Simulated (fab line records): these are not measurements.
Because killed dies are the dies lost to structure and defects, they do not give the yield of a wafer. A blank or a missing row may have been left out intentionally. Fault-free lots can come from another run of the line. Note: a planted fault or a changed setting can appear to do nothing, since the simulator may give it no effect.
Matching of chambers + flow sky130 + 4 sister chambers for SKY_VIA3_CMP_24 on cmp-01
The step polishes, stops on SiO2, t overpolish 20 s, target thk 0 nm. 4 wafers are shown with their chamber, then 6 later ones without.

## WAFERS WITH THEIR CHAMBER
| wafer  | chamber | motor-current-A (A) |
|--------|---------|---------------------|
| L630.6 | 3       | 11.4                |
| L631.2 | 2       | 10.3                |
| L634.1 | 1       | 10.6                |
| L634.2 | 0       | 10.2                |

## WAFERS WITHOUT THEIR CHAMBER
| wafer  | motor-current-A (A) |
|--------|---------------------|
| L634.5 | 10.5                |
| L637.2 | 12.1                |
| L637.3 | 10.2                |
| L637.4 | 10.5                |
| L639.4 | 11.2                |
| L639.5 | 10.6                |

## THE CHAMBER EACH PASSED THROUGH
| wafer  | from the rows above          | in truth |
|--------|------------------------------|----------|
| L634.5 | can't be placed: 1 or 2 or 0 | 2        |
| L637.2 | 3                            | 3        |
| L637.3 | can't be placed: 0 or 2 or 1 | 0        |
| L637.4 | can't be placed: 1 or 2 or 0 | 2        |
| L639.4 | can't be placed: 3 or 1      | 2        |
| L639.5 | can't be placed: 1 or 2 or 0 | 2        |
Correctly placed: 1 of 6. Not placeable from these rows: 5 (in 4, the candidates include the true chamber). Placed wrongly: 0.
How it was worked out, from the rows above alone: a wafer's distance from a chamber is the root of the sum, over the readings, of the square of ((its reading less the chamber's mean) divided by the reading's scatter). The wafer belongs to the nearest chamber; if the next one is less than 2 further off, it can't be placed. A chamber's mean is the mean of its shown wafers. The scatter (one wafer shown for each chamber): square how far every hidden wafer sits from the nearest shown wafer, average those squares and take the square root.
